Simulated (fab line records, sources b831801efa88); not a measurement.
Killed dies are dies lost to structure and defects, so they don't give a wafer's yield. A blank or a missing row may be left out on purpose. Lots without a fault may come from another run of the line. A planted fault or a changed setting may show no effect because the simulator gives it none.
fab line records | flow gf180mcu
record lots=6 wafers=18 last_day=33
route steps=602 shown M1@315
lots that met no fault: from a run of the same line without faults
start_h: hours from the record's first day to the start of the lot's first wafer shown | wait_h: hours since the lot's step before | " the same as in the row above | L1.1+2: a row that stands for several wafers | - no value, or no start given | * or withheld: withheld | < > ~ a bound
route shown NAME@n: a module of which the file shows steps, and the number in the route of the first | usual: mean/standard deviation of fault-free wafers | same: alike in all rows | chamber/n: place in a boat | sites: the reading at each site | _std_site: their standard deviation | _edge_site: outer sites' mean less inner sites' | radius_mm: how far each site lies from the wafer's centre | mask NAME#n: copy n | behind: the tool/chamber that last shaped the wafer | hold: why the lot was held/for how many hours/how that ended | device: the transistor (n, p or np) that didn't switch | end of line: the same wafers' tests at the end of the route | a step without rows: its recipe alone | killed: dies lost to structure and defects at the first sort, not the wafer's yield | map: a wafer's dies, x killed, . not, _ none there
set.NAME: the setting as run; set.NAME@STEP: as run at that earlier step | model.NAME: the simulator's own value behind a step, which no gauge read
lots at some steps of the route; a table a step, a row a wafer
services: from which hour (start_h, from the record's first day; less than 0 if before it) a tool's chamber was out of use, for how many hours, and why
## steps
# step GF_M1_SPUTTER_00
# recipe material=Ti target_thk_nm=37.5 arriving_ion_energy_ev=80 substrate_temp_c=200 chamber_pressure_pa=2 power_w=4000 time_s=150
# usual throttle_valve_pct=29.9/0.49
# columns lot.wafer tool chamber start_h wait_h throttle_valve_pct
L497.1 pvd_sputter-01 - 419.22 0.1 29.8
L497.2 " - " " 30.3
L497.5 " - " " 29.9
L499.1 pvd_sputter-04 - 441.33 0.2 30.7
L499.2 " - " " 30.1
L499.5 " - " " 30.2
L503.2 pvd_sputter-04 - 469.93 0.1 30.2
L503.4 " - " " 29.9
L503.6 " - " " 30.3
L508.2 pvd_sputter-03 - 514.68 0.2 31.2
L508.3 " - " " 29.4
L508.6 " - " " 29.6
L509.1 pvd_sputter-01 - 518.69 0.1 30.1
L509.2 " - " " 29.6
L509.3 " - " " 30.0
L510.1 pvd_sputter-01 - 531.21 0.2 30.1
L510.4 " - " " 29.1
L510.5 " - " " 29.7
# step GF_M1_SPUTTER_01
# recipe material=TiN target_thk_nm=30 power_w=6500 time_s=25 chamber_pressure_pa=0.4
# usual throttle_valve_pct=29.9/0.46
# columns lot.wafer tool chamber start_h wait_h throttle_valve_pct
L497.1 pvd_sputter-01 - 419.32 0.1 29.7
L497.2 " - " " 30.0
L497.5 " - " " 30.1
L499.1 pvd_sputter-04 - 441.43 0.1 31.2
L499.2 " - " " 30.0
L499.5 " - " " 30.0
L503.2 pvd_sputter-04 - 470.03 0.1 30.1
L503.4 " - " " 29.5
L503.6 " - " " 30.1
L508.2 pvd_sputter-03 - 514.78 0.1 31.0
L508.3 " - " " 29.3
L508.6 " - " " 29.6
L509.1 pvd_sputter-01 - 518.79 0.1 29.9
L509.2 " - " " 29.6
L509.3 " - " " 30.0
L510.1 pvd_sputter-01 - 531.31 0.1 30.3
L510.4 " - " " 29.5
L510.5 " - " " 29.4
# step GF_M1_SPUTTER_02
# recipe material=AlCu target_thk_nm=450 power_w=10600 time_s=23.9 chamber_pressure_pa=0.4
# usual throttle_valve_pct=29.9/0.47
# columns lot.wafer tool chamber start_h wait_h throttle_valve_pct
L497.1 pvd_sputter-01 - 419.35 0.0 29.5
L497.2 " - " " 29.8
L497.5 " - " " 30.0
L499.1 pvd_sputter-04 - 441.46 0.0 31.1
L499.2 " - " " 30.0
L499.5 " - " " 30.3
L503.2 pvd_sputter-04 - 470.06 0.0 29.9
L503.4 " - " " 29.7
L503.6 " - " " 30.2
L508.2 pvd_sputter-03 - 514.81 0.0 31.2
L508.3 " - " " 29.9
L508.6 " - " " 29.6
L509.1 pvd_sputter-01 - 518.82 0.0 30.2
L509.2 " - " " 29.5
L509.3 " - " " 30.1
L510.1 pvd_sputter-01 - 531.34 0.0 30.0
L510.4 " - " " 29.4
L510.5 " - " " 29.5
# step GF_M1_SPUTTER_03
# recipe material=Ti target_thk_nm=10 substrate_temp_c=300 chamber_pressure_pa=0.3 power_w=3000 time_s=6.7
# usual throttle_valve_pct=29.9/0.49
# columns lot.wafer tool chamber start_h wait_h throttle_valve_pct
L497.1 pvd_sputter-01 - 419.38 0.0 29.6
L497.2 " - " " 30.2
L497.5 " - " " 30.0
L499.1 pvd_sputter-04 - 441.49 0.0 31.0
L499.2 " - " " 29.9
L499.5 " - " " 30.1
L503.2 pvd_sputter-04 - 470.09 0.0 29.7
L503.4 " - " " 29.5
L503.6 " - " " 30.1
L508.2 pvd_sputter-03 - 514.84 0.0 31.1
L508.3 " - " " 29.8
L508.6 " - " " 29.6
L509.1 pvd_sputter-01 - 518.85 0.0 29.9
L509.2 " - " " 29.6
L509.3 " - " " 30.1
L510.1 pvd_sputter-01 - 531.37 0.0 30.1
L510.4 " - " " 29.5
L510.5 " - " " 29.8
# step GF_M1_SPUTTER_04
# recipe material=TiN target_thk_nm=50 power_w=6500 time_s=43.16 chamber_pressure_pa=0.4
# usual throttle_valve_pct=29.9/0.47
# columns lot.wafer tool chamber start_h wait_h throttle_valve_pct
L497.1 pvd_sputter-01 - 419.40 0.0 29.8
L497.2 " - " " 30.0
L497.5 " - " " 29.9
L499.1 pvd_sputter-04 - 441.51 0.0 31.2
L499.2 " - " " 30.1
L499.5 " - " " 30.0
L503.2 pvd_sputter-04 - 470.11 0.0 30.0
L503.4 " - " " 29.7
L503.6 " - " " 30.3
L508.2 pvd_sputter-03 - 514.86 0.0 30.9
L508.3 " - " " 29.5
L508.6 " - " " 29.8
L509.1 pvd_sputter-01 - 518.87 0.0 30.1
L509.2 " - " " 30.2
L509.3 " - " " 30.2
L510.1 pvd_sputter-01 - 531.39 0.0 30.0
L510.4 " - " " 29.6
L510.5 " - " " 29.9
# step GF_M1_RS_MEAS_05
# recipe thk_meas_gauge=four-point-probe reads=TiN_of_M1_SPUTTER_04+Ti_of_M1_SPUTTER_03+AlCu_of_M1_SPUTTER_02+TiN_of_M1_SPUTTER_01+Ti_of_M1_SPUTTER_00
# usual M1_ALCU_RS=0.0698/0.00063
# columns lot.wafer tool chamber start_h wait_h M1_ALCU_RS[ohm/sq]
L497.1 film_metro-01 - 419.44 0.0 0.0698
L497.2 " - " " 0.0700
L497.5 " - " " 0.0694
L499.1 film_metro-02 - 441.55 0.0 0.0703
L499.2 " - " " 0.0701
L499.5 " - " " 0.0705
L503.2 film_metro-01 - 470.17 0.0 0.0687
L503.4 " - " " 0.0691
L503.6 " - " " 0.0688
L508.2 film_metro-02 - 514.92 0.0 0.0691
L508.3 " - " " 0.0696
L508.6 " - " " 0.0695
L509.1 film_metro-01 - 518.91 0.0 0.0691
L509.2 " - " " 0.0701
L509.3 " - " " 0.0691
L510.1 film_metro-02 - 531.43 0.0 0.0693
L510.4 " - " " 0.0701
L510.5 " - " " 0.0705
# step GF_M1_THK_MEAS_06
# recipe thk_meas_gauge=xrf reads=AlCu_of_M1_SPUTTER_02
# usual M1_ALCU_THK=450/4.7
# columns lot.wafer tool chamber start_h wait_h M1_ALCU_THK[nm]
L497.1 film_metro-01 - 419.56 0.1 448
L497.2 " - " " 450
L497.5 " - " " 451
L499.1 film_metro-02 - 441.67 0.1 448
L499.2 " - " " 448
L499.5 " - " " 448
L503.2 film_metro-01 - 470.28 0.1 458
L503.4 " - " " 456
L503.6 " - " " 457
L508.2 film_metro-02 - 515.03 0.1 456
L508.3 " - " " 452
L508.6 " - " " 457
L509.1 film_metro-01 - 519.03 0.1 453
L509.2 " - " " 450
L509.3 " - " " 452
L510.1 film_metro-02 - 531.55 0.1 456
L510.4 " - " " 449
L510.5 " - " " 448
# step GF_M1_DEHYDRATE_07
# recipe temp_c=200 time_s=60
# step GF_M1_HMDS_08
# recipe prime_time_s=60 prime_temp_c=120
# step GF_M1_COAT_09
# recipe resist=KrF spin_rpm=withheld resist_thk_nm=1000
# step GF_M1_SOFTBAKE_10
# recipe temp_c=130 time_s=60 resist=KrF
# step GF_M1_EXPOSE_11
# recipe mask_id=Metal1 target_cd_nm=230 na=0.68 source_shape=conventional sigma_outer=0.6 dose_mj=28
# step GF_M1_PEB_12
# recipe peb_temp_c=135 peb_time_s=90 resist=KrF
# usual chill_plate_temp_C=22.99/0.099 exhaust_pa=45.1/0.92 heater_power_total_W=85.70/0.075
# columns lot.wafer tool chamber start_h wait_h chill_plate_temp_C exhaust_pa heater_power_total_W
L497.1 litho_track-04 0 443.35 - 23.00 45.2 85.77
L497.2 " 0 " " 23.04 44.9 85.73
L497.5 " 0 " " 22.86 45.0 85.78
L499.1 litho_track-02 0 465.06 - 22.99 44.1 85.57
L499.2 " 0 " " 23.12 45.0 85.69
L499.5 " 0 " " 22.94 44.6 85.74
L503.2 litho_track-04 0 493.98 - 22.99 44.9 85.76
L503.4 " 0 " " 23.08 45.9 85.84
L503.6 " 0 " " 23.02 44.3 85.74
L508.2 litho_track-03 - 537.41 - - - -
L508.3 " - " " - - -
L508.6 " - " " - - -
L509.1 litho_track-02 - 541.76 - - - -
L509.2 " - " " - - -
L509.3 " - " " - - -
L510.1 litho_track-02 0 554.31 - 23.06 44.8 85.80
L510.4 " 0 " " 23.08 45.1 85.73
L510.5 " 0 " " 22.99 46.0 85.63
# step GF_M1_DEVELOP_13
# recipe develop_time_s=60 dev_temp_c=21
## services
# columns tool chamber start_h hours kind
pvd_sputter-04 - 403.89 3.6 repair
pvd_sputter-04 - 412.99 4.1 repair
pvd_sputter-03 - 459.09 8.8 repair
pvd_sputter-01 - 493.40 5.9 repair
pvd_sputter-03 - 501.47 1.7 repair
pvd_sputter-01 - 524.12 5.0 repair
## key
first_sign step=GF_M1_PEB_12 reading=tool_record direction=missing
effect none on later readings
met_at GF_M1_PEB_12
struck_wafers L508.2,L508.3,L508.6,L509.1,L509.2,L509.3
later_rows_left_out L508.2,L508.3,L508.6,L509.1,L509.2,L509.3
sort_left_out L508.2,L508.3,L508.6,L509.1,L509.2,L509.3
onset_between 465.06 537.41
fault kind=skipped_step_whole tool=litho_track-02,litho_track-03 chamber=- onset_h=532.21 steps=GF_M1_PEB_12 scope=struck_lots_only
# sort_left_out: the simulated sort isn't trusted on such a fault, so these wafers' sort isn't shown, and their yield isn't known
# later_rows_left_out: the simulator's readings of these wafers behind a module that went badly wrong aren't trusted and aren't shown, but for the sort
